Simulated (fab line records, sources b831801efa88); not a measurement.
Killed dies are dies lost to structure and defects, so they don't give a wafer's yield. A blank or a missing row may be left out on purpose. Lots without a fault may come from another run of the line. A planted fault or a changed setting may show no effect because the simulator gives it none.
Which tool did it? | flow sky130 | 14 lots, 42 wafers sampled, at 2 steps of a route of 708

WHAT THE GAUGES READ, wafer by wafer
The record holds no reading of a measuring or inspecting step that can be judged against a usual standard deviation.

WHICH TOOL RAN EACH LOT (tool, then ch and the chambers of the sampled wafers, then the start)
lot  | SKY_METAL2_ETCH_18                | SKY_PAD_OPEN_PROBE_99
L189 | rie_metal-02 ch 0,1, day 35 01:50 | -
L191 | rie_metal-01 ch 0,1, day 35 15:41 | -
L190 | rie_metal-04 ch 0,1, day 35 17:52 | -
L192 | rie_metal-01 ch 1, day 36 03:58   | -
L193 | rie_metal-04 ch 0,1, day 36 08:13 | -
L198 | rie_metal-01 ch 0, day 38 04:09   | prober-01, day 48 04:13
L201 | rie_metal-04 ch 0,1, day 38 20:28 | prober-02, day 48 15:02
L203 | rie_metal-04 ch 0,1, day 39 12:55 | prober-02, day 49 03:10
L204 | rie_metal-01 ch 1, day 39 23:07   | -
L208 | rie_metal-02 ch 0,1, day 40 21:17 | -
L209 | rie_metal-01 ch 0,1, day 41 07:46 | -
L210 | rie_metal-01 ch 0,1, day 41 15:59 | -
L211 | rie_metal-02 ch 0,1, day 41 21:56 | -
L212 | rie_metal-01 ch 0,1, day 42 00:22 | -
- SKY_METAL2_ETCH_18: etches BARC in N2/H2, stops on SiO2, time 45.9 s, target depth 60 nm.
- SKY_PAD_OPEN_PROBE_99

WHAT THE TOOLS THEMSELVES READ (means of the sampled wafers that have a number; where no wafer has one, the mark that the record gives instead)
SKY_METAL2_ETCH_18.
lot  | tool         | drypump_motor_current_A (A) | oes_product_au (a.u.) | rf_fwd_power_W (W) | throttle_valve_pct (%)
L189 | rie_metal-02 | 5.1                         | 0.856                 | 495.3              | 13.225
L191 | rie_metal-01 | 6.2                         | 0.859                 | 496.2              | 13.225
L190 | rie_metal-04 | 5.6                         | 0.858                 | 494.4              | 13.231
L192 | rie_metal-01 | 6.5                         | 0.858                 | 495.2              | 13.224
L193 | rie_metal-04 | 5.9                         | 0.854                 | 494.3              | 13.227
L198 | rie_metal-01 | 5.7                         | 0.854                 | 497.2              | 13.217
L201 | rie_metal-04 | 5.8                         | 0.855                 | 547.5              | 13.229
L203 | rie_metal-04 | 5.9                         | 0.859                 | 547.7              | 13.231
L204 | rie_metal-01 | 6.5                         | 0.857                 | 496.1              | 13.233
L208 | rie_metal-02 | 5.3                         | 0.856                 | 494.9              | 13.222
L209 | rie_metal-01 | 6.2                         | 0.856                 | 496.5              | 13.217
L210 | rie_metal-01 | 6.2                         | 0.862                 | 496.7              | 13.221
L211 | rie_metal-02 | 5.3                         | 0.857                 | 496.3              | 13.230
L212 | rie_metal-01 | 6.3                         | 0.859                 | 499.6              | 13.225

SKY_PAD_OPEN_PROBE_99.
lot  | tool      | defect_limited_yield (%) | killed_at_M0_to_M3 | killed_at_M4_up | killed_at_contacts | killed_at_front_end | killed_at_other | killed_dies | killed_open | killed_short | sort_bin_3_pad_short (%) | sort_bin_5_function (%) | sort_bin_6_memory (%) | sort_n_pass | sort_yield_pct (%)
L198 | prober-01 | 81.6                     | 43                 | 4.3             | 29                 | 15                  | 0.0             | 91          | 46          | 45           | 0.5                      | 11.2                    | 6.8                   | 401         | 81.6
L201 | prober-02 | 84.4                     | 33                 | 5.0             | 26                 | 12                  | 0.7             | 77          | 40          | 37           | 0.9                      | 9.0                     | 5.7                   | 415         | 84.4
L203 | prober-02 | 85.0                     | 42                 | 3.0             | 25                 | 4                   | 0.0             | 74          | 32          | 42           | 0.6                      | 8.3                     | 6.1                   | 418         | 85.0

THE ANSWER, worked out from the rows above alone
Rule: what is usual is taken from the lots themselves. Put in order of their means at a reading, lots are off if they are a third of the lots or fewer, leave a main group of 4 or more, and stand apart from it by a gap of 3 or more times the standard deviation of the main group's means; of several such gaps the widest counts. A main group whose means are all the same, to the digits that the tables above print for the reading, isn't used. A lot without any number at a reading at which 4 lots or more have one is off too. The other lots that the step has rows for count as sound. The gauges are gone through in route order, then the tools' own readings, and for those a lot's mean is taken as printed above. The first step at which some lot is off is used, and at that step the reading that is off furthest; a lot without a number counts as furthest.
Off: L201, L203, at SKY_METAL2_ETCH_18 (rf_fwd_power_W). The main group: mean 496.1 W, standard deviation 1.4.
A tool fits if, at that step or a process step before it, it ran every lot that is off, and no sound lot after the first of them. One fits: rie_metal-04 at SKY_METAL2_ETCH_18. Its last sound lot is L193 (day 36 08:13), its first lot that is off L201 (day 38 20:28): a fault that began between those two fits.
The tool's own readings at SKY_METAL2_ETCH_18 bear it out: on the lots that are off they differ by more than 5 times the standard deviation of the sound lots' means. rf_fwd_power_W reads 547.6 W there against 496.1 W on the sound lots.

WHAT THE SIMULATOR HAD PUT IN
Process parameter drift: rie_metal-04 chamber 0, from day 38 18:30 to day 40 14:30, at SKY_METAL2_ETCH_18. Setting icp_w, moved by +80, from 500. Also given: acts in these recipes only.
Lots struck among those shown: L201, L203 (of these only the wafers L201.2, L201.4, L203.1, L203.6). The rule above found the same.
